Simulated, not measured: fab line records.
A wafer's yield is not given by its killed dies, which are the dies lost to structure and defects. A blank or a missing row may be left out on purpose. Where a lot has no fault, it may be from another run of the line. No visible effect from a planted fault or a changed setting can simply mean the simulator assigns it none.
A struck lot beside a sound one    flow gf180mcu    14 out of 602 route steps
Sound: wafers L960.3, L960.4, L960.6. Wafers struck: L971.3, L971.4, L971.6. The cause comes at the end.
Order at every step that has rows: each side's tool, ch and its chambers, its first start. Under that, the readings that differ: sound wafers    struck wafers    difference of the means    sigmas: that difference in standard deviations of wafers without a fault.
alike: readings with means less than 2 such deviations apart, plus words and numbers identical on both sides. not compared: withheld readings, readings lacking a value on some wafer, bounds such as >300 that could conceal the same value, and numbers that have no deviation in the record and whose values overlap.
The two part at a step that has a row with sigmas, a row that says differs or no value, or rows on one side only. When numbers do not overlap yet have no deviation, they are printed without sigmas and do not part them. Lack of a reading on every wafer of one side parts them only where that side has two or more wafers.

GF_TOP_METAL_METAL_ETCH_16: etches the open film in Cl2/BCl3, stops on SiO2, target depth 1197 nm, time 199.5 s.
  sound on rie_metal-02 ch 0,1, day 29 07:19; struck on rie_metal-01 ch 0,1, day 32 09:29
  alike: drypump_motor_current_A, oes_product_au, rf_fwd_power_W, throttle_valve_pct
  not compared: rf_hours_counter_h
GF_TOP_METAL_STRIP_17: strips in O2/N2.
  sound on plasma_asher-02 ch 0,1, day 29 07:28; struck on plasma_asher-03 ch 0,1, day 32 09:38
reading                      sound        struck       difference  sigmas
drypump_motor_current_A (A)  5.3 5.1 5.1  6.1 5.4 6.1  +0.7        +2
  alike: heater_power_w, oes_product_au, platen_temp_c, strip_time_to_endpoint_s
  not compared: rf_hours_counter_h
then, 2 steps without rows for these wafers: GF_TOP_METAL_STRIP_18 (strips in post etch residue remover, time 1200 s); GF_TOP_METAL_CLEAN_19 (cleans in DIW).
GF_PASSIVATION_CVD_00: deposits SiO2 from TEOS, target thk 1000 nm, time 111.95 s.
  sound on pecvd-01 ch 1,2, day 29 08:01; struck on pecvd-04 ch 1,2, day 32 10:11
reading             sound        struck       difference  sigmas
heater_power_w (W)  458 515 658  787 829 677  +221        +2
  alike: rf_fwd_power_W
GF_PASSIVATION_THK_MEAS_01:
  sound on film_metro-01 at day 29 08:07; struck on film_metro-04 at day 32 10:17
  alike: PASSIVATION_CVD_00_THK
GF_PASSIVATION_CVD_02: deposits Si3N4, target thk 700 nm, time 486.18 s.
  sound on pecvd-03 ch 1,2, day 29 08:09; struck on pecvd-01 ch 0,1,2, day 32 10:19
  alike: heater_power_w, rf_fwd_power_W
GF_PASSIVATION_THK_MEAS_03:
  sound on film_metro-02 at day 29 08:28; struck on film_metro-01 at day 32 10:38
  alike: PASSIVATION_CVD_02_THK
then, 4 steps without rows for these wafers: GF_PASSIVATION_DEHYDRATE_04 (time 60 s); GF_PASSIVATION_HMDS_05 (prime time 60 s); GF_PASSIVATION_COAT_06 (resist thk 4000 nm); GF_PASSIVATION_SOFTBAKE_07.
GF_PASSIVATION_EXPOSE_08: exposes mask Pad, target cd 40000 nm.
  struck on iline_stepper-02, day 32 18:23; sound on iline_stepper-02 ch 0, day 29 18:04
  no value came back on the struck wafers for exposure_dose_mJ_cm2, focus_offset_nm (nm), stage_vel_mm_s (mm/s); on the sound wafers exposure_dose_mJ_cm2 reads 310.1 309.8 310.3
  alike: mask
after that, 1 step had no rows for these wafers: GF_PASSIVATION_PEB_09.

## WHERE THEY PART
At GF_TOP_METAL_STRIP_17 first; at GF_PASSIVATION_EXPOSE_08 last (within this record only).

WHY: what had been put in by the simulator
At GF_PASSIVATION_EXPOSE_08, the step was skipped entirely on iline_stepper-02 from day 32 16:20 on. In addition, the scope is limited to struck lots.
